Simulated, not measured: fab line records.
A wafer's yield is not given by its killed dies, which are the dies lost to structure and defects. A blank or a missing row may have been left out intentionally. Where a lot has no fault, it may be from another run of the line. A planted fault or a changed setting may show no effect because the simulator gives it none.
What tool caused it? :: flow sfqLine :: 15 lots with 43 wafers sampled at 3 steps, on a route of 325 steps

## WHAT THE GAUGES SHOWED, per wafer
SFQ_I5_OVL_MEAS_936. Usual: for I5_OVL the level is 0 nm and the standard deviation is 5.5.
lot: L254
measured: day 63 07:35
on: overlay-02
I5_OVL (nm): -7 -4 5
flag: 

lot: L255
measured: day 63 09:59
on: overlay-02
I5_OVL (nm): 3 -2 12
flag: 

lot: L256
measured: day 63 16:15
on: overlay-02
I5_OVL (nm): -1 -10 -13
flag: 

lot: L257
measured: day 63 19:35
on: overlay-01
I5_OVL (nm): -5 2 -4
flag: 

lot: L258
measured: day 63 20:47
on: overlay-02
I5_OVL (nm): 5 0 8
flag: 

lot: L259
measured: day 64 03:59
on: overlay-01
I5_OVL (nm): 3 -9 0
flag: 

lot: L260
measured: day 64 06:23
on: overlay-01
I5_OVL (nm): 6 5 7
flag: 

lot: L261
measured: day 64 10:50
on: overlay-02
I5_OVL (nm): -4 -7 -4
flag: 

lot: L262
measured: day 65 02:26
on: overlay-01
I5_OVL (nm): 5 2 15
flag: 

lot: L264
measured: day 66 04:58
on: overlay-01
I5_OVL (nm): 3 -7 -3
flag: 

lot: L265
measured: day 66 06:10
on: overlay-01
I5_OVL (nm): -1 -8 -5
flag: 

lot: L270
measured: day 66 21:46
on: overlay-01
I5_OVL (nm): -2 6 -1
flag: 

lot: L272
measured: day 67 05:56
on: overlay-02
I5_OVL (nm): 4 -4
flag: 

lot: L274
measured: day 67 15:55
on: overlay-01
I5_OVL (nm): 3 6
flag: 

lot: L275
measured: day 67 20:43
on: overlay-01
I5_OVL (nm): 0 -3 -8
flag: 

## EACH LOT AND THE TOOL THAT RAN IT (in order: tool; ch and the chambers of the sampled wafers; start)
lot: L254
SFQ_TRILAYER_JJ_CE_BARC_OPEN_RIE_150: rieMetal-02 ch 0,1, day 47 13:50
SFQ_TRILAYER_JJ_CE_ETCH_RIE_118: rieMetal-02 ch 0,1, day 47 13:56

lot: L255
SFQ_TRILAYER_JJ_CE_BARC_OPEN_RIE_150: rieMetal-03 ch 0,1, day 47 19:36
SFQ_TRILAYER_JJ_CE_ETCH_RIE_118: rieMetal-03 ch 0,1, day 47 19:41

lot: L256
SFQ_TRILAYER_JJ_CE_BARC_OPEN_RIE_150: rieMetal-03 ch 0,1, day 47 20:55
SFQ_TRILAYER_JJ_CE_ETCH_RIE_118: rieMetal-03 ch 0,1, day 47 21:00

lot: L257
SFQ_TRILAYER_JJ_CE_BARC_OPEN_RIE_150: rieMetal-03 ch 0,1, day 52 16:58
SFQ_TRILAYER_JJ_CE_ETCH_RIE_118: rieMetal-03 ch 0,1, day 52 17:03

lot: L258
SFQ_TRILAYER_JJ_CE_BARC_OPEN_RIE_150: rieMetal-03 ch 0,1, day 52 18:10
SFQ_TRILAYER_JJ_CE_ETCH_RIE_118: rieMetal-03 ch 0,1, day 52 18:15

lot: L259
SFQ_TRILAYER_JJ_CE_BARC_OPEN_RIE_150: rieMetal-03 ch 0,1, day 53 00:10
SFQ_TRILAYER_JJ_CE_ETCH_RIE_118: rieMetal-03 ch 0,1, day 53 00:15

lot: L260
SFQ_TRILAYER_JJ_CE_BARC_OPEN_RIE_150: rieMetal-03 ch 0,1, day 53 06:10
SFQ_TRILAYER_JJ_CE_ETCH_RIE_118: rieMetal-03 ch 0,1, day 53 06:15

lot: L261
SFQ_TRILAYER_JJ_CE_BARC_OPEN_RIE_150: rieMetal-03 ch 0, day 53 07:22
SFQ_TRILAYER_JJ_CE_ETCH_RIE_118: rieMetal-03 ch 0, day 53 07:27

lot: L262
SFQ_TRILAYER_JJ_CE_BARC_OPEN_RIE_150: rieMetal-02 ch 0,1, day 54 01:22
SFQ_TRILAYER_JJ_CE_ETCH_RIE_118: rieMetal-02 ch 0,1, day 54 01:27

lot: L264
SFQ_TRILAYER_JJ_CE_BARC_OPEN_RIE_150: rieMetal-04 ch 0,1, day 55 07:16
SFQ_TRILAYER_JJ_CE_ETCH_RIE_118: rieMetal-04 ch 0,1, day 55 07:21

lot: L265
SFQ_TRILAYER_JJ_CE_BARC_OPEN_RIE_150: rieMetal-04 ch 0,1, day 55 12:04
SFQ_TRILAYER_JJ_CE_ETCH_RIE_118: rieMetal-04 ch 0,1, day 55 12:09

lot: L270
SFQ_TRILAYER_JJ_CE_BARC_OPEN_RIE_150: rieMetal-04 ch 1, day 56 03:41
SFQ_TRILAYER_JJ_CE_ETCH_RIE_118: rieMetal-04 ch 1, day 56 03:53

lot: L272
SFQ_TRILAYER_JJ_CE_BARC_OPEN_RIE_150: rieMetal-02 ch 0,1, day 56 08:28
SFQ_TRILAYER_JJ_CE_ETCH_RIE_118: rieMetal-02 ch 0,1, day 56 08:33

lot: L274
SFQ_TRILAYER_JJ_CE_BARC_OPEN_RIE_150: rieMetal-02 ch 1, day 56 18:04
SFQ_TRILAYER_JJ_CE_ETCH_RIE_118: rieMetal-02 ch 1, day 56 18:09

lot: L275
SFQ_TRILAYER_JJ_CE_BARC_OPEN_RIE_150: rieMetal-02 ch 0,1, day 57 00:04
SFQ_TRILAYER_JJ_CE_ETCH_RIE_118: rieMetal-02 ch 0,1, day 57 00:09
- SFQ_TRILAYER_JJ_CE_BARC_OPEN_RIE_150: chemistry O2, target BARC, target depth 240 nm, time 80 s.
- SFQ_TRILAYER_JJ_CE_ETCH_RIE_118: chemistry SF6, target Nb, stops on Al2O3, time 97.7 s, target depth 170 nm.

## WHAT THE TOOLS THEMSELVES READ (means of the sampled wafers that have a number; where no wafer has one, the mark that the record gives instead)
SFQ_TRILAYER_JJ_CE_BARC_OPEN_RIE_150. Usual: chamberPressureMTorr 10.000 mTorr, standard deviation 0.0081; drypumpMotorCurrentA 6.0 A, standard deviation 0.42; oesProductAu 0.538 a.u., standard deviation 0.0049.
lot: L254
tool: rieMetal-02
chamberPressureMTorr (mTorr): 10.002
drypumpMotorCurrentA (A): 5.9
oesProductAu (a.u.): 0.538
flag: 

lot: L255
tool: rieMetal-03
chamberPressureMTorr (mTorr): 10.001
drypumpMotorCurrentA (A): 6.5
oesProductAu (a.u.): 0.533
flag: 

lot: L256
tool: rieMetal-03
chamberPressureMTorr (mTorr): 9.997
drypumpMotorCurrentA (A): 6.3
oesProductAu (a.u.): 0.539
flag: 

lot: L257
tool: rieMetal-03
chamberPressureMTorr (mTorr): 10.003
drypumpMotorCurrentA (A): 6.3
oesProductAu (a.u.): 0.534
flag: 

lot: L258
tool: rieMetal-03
chamberPressureMTorr (mTorr): 10.003
drypumpMotorCurrentA (A): 6.3
oesProductAu (a.u.): 0.532
flag: 

lot: L259
tool: rieMetal-03
chamberPressureMTorr (mTorr): 9.994
drypumpMotorCurrentA (A): 6.4
oesProductAu (a.u.): 0.542
flag: 

lot: L260
tool: rieMetal-03
chamberPressureMTorr (mTorr): 10.000
drypumpMotorCurrentA (A): 6.5
oesProductAu (a.u.): 0.538
flag: 

lot: L261
tool: rieMetal-03
chamberPressureMTorr (mTorr): 10.000
drypumpMotorCurrentA (A): 6.2
oesProductAu (a.u.): 0.537
flag: 

lot: L262
tool: rieMetal-02
chamberPressureMTorr (mTorr): 9.994
drypumpMotorCurrentA (A): 5.7
oesProductAu (a.u.): 0.536
flag: 

lot: L264
tool: rieMetal-04
chamberPressureMTorr (mTorr): 10.002
drypumpMotorCurrentA (A): 5.6
oesProductAu (a.u.): 0.533
flag: 

lot: L265
tool: rieMetal-04
chamberPressureMTorr (mTorr): 10.001
drypumpMotorCurrentA (A): 5.6
oesProductAu (a.u.): 0.542
flag: 

lot: L270
tool: rieMetal-04
chamberPressureMTorr (mTorr): 9.996
drypumpMotorCurrentA (A): 5.6
oesProductAu (a.u.): 0.539
flag: 

lot: L272
tool: rieMetal-02
chamberPressureMTorr (mTorr): 9.995
drypumpMotorCurrentA (A): 5.8
oesProductAu (a.u.): 0.532
flag: 

lot: L274
tool: rieMetal-02
chamberPressureMTorr (mTorr): 10.000
drypumpMotorCurrentA (A): 6.2
oesProductAu (a.u.): 0.536
flag: 

lot: L275
tool: rieMetal-02
chamberPressureMTorr (mTorr): 9.996
drypumpMotorCurrentA (A): 5.9
oesProductAu (a.u.): 0.535
flag: 

SFQ_TRILAYER_JJ_CE_ETCH_RIE_118. Usual: chamberPressureMTorr 10.000 mTorr, standard deviation 0.0093; drypumpMotorCurrentA 6.0 A, standard deviation 0.42; oesProductAu 0.989 a.u., standard deviation 0.0091.
lot: L254
tool: rieMetal-02
chamberPressureMTorr (mTorr): 9.996
drypumpMotorCurrentA (A): 5.9
oesProductAu (a.u.): 1.004
flag: 

lot: L255
tool: rieMetal-03
chamberPressureMTorr (mTorr): 10.005
drypumpMotorCurrentA (A): 6.4
oesProductAu (a.u.): 0.989
flag: 

lot: L256
tool: rieMetal-03
chamberPressureMTorr (mTorr): 10.002
drypumpMotorCurrentA (A): 6.3
oesProductAu (a.u.): 0.986
flag: 

lot: L257
tool: rieMetal-03
chamberPressureMTorr (mTorr): 10.004
drypumpMotorCurrentA (A): 6.3
oesProductAu (a.u.): 0.985
flag: 

lot: L258
tool: rieMetal-03
chamberPressureMTorr (mTorr): 10.002
drypumpMotorCurrentA (A): 6.3
oesProductAu (a.u.): 0.998
flag: 

lot: L259
tool: rieMetal-03
chamberPressureMTorr (mTorr): 9.995
drypumpMotorCurrentA (A): 6.5
oesProductAu (a.u.): 0.988
flag: 

lot: L260
tool: rieMetal-03
chamberPressureMTorr (mTorr): 10.003
drypumpMotorCurrentA (A): 6.5
oesProductAu (a.u.): 0.990
flag: 

lot: L261
tool: rieMetal-03
chamberPressureMTorr (mTorr): 9.997
drypumpMotorCurrentA (A): 6.2
oesProductAu (a.u.): 0.992
flag: 

lot: L262
tool: rieMetal-02
chamberPressureMTorr (mTorr): 10.009
drypumpMotorCurrentA (A): 5.7
oesProductAu (a.u.): 0.993
flag: 

lot: L264
tool: rieMetal-04
chamberPressureMTorr (mTorr): 10.010
drypumpMotorCurrentA (A): 5.6
oesProductAu (a.u.): 0.984
flag: 

lot: L265
tool: rieMetal-04
chamberPressureMTorr (mTorr): 9.998
drypumpMotorCurrentA (A): 5.6
oesProductAu (a.u.): 0.992
flag: 

lot: L270
tool: rieMetal-04
chamberPressureMTorr (mTorr): 10.001
drypumpMotorCurrentA (A): 5.6
oesProductAu (a.u.): 0.998
flag: 

lot: L272
tool: rieMetal-02
chamberPressureMTorr (mTorr): 10.000
drypumpMotorCurrentA (A): 5.8
oesProductAu (a.u.): 0.992
flag: 

lot: L274
tool: rieMetal-02
chamberPressureMTorr (mTorr): 10.008
drypumpMotorCurrentA (A): 6.2
oesProductAu (a.u.): 0.992
flag: 

lot: L275
tool: rieMetal-02
chamberPressureMTorr (mTorr): 9.994
drypumpMotorCurrentA (A): 5.9
oesProductAu (a.u.): 0.987
flag: 

## THE ANSWER, worked out from the rows above alone
Rule: take the mean of a lot's wafers that have a number; if it is more than 3 standard deviations from the usual mean, the lot is off. A lot without any number at a reading at which 4 lots or more have one is off too. Any other lot the step has rows for is counted as sound. After the gauges, taken in route order, come the tools' own readings; for these a lot's mean is taken, as printed above. The first step at which some lot is off is used, and at that step the reading that is off furthest; a lot without a number counts as furthest.
None of the lots is off at any reading shown; this tells nothing.

## WHAT THE SIMULATOR HAD INSERTED
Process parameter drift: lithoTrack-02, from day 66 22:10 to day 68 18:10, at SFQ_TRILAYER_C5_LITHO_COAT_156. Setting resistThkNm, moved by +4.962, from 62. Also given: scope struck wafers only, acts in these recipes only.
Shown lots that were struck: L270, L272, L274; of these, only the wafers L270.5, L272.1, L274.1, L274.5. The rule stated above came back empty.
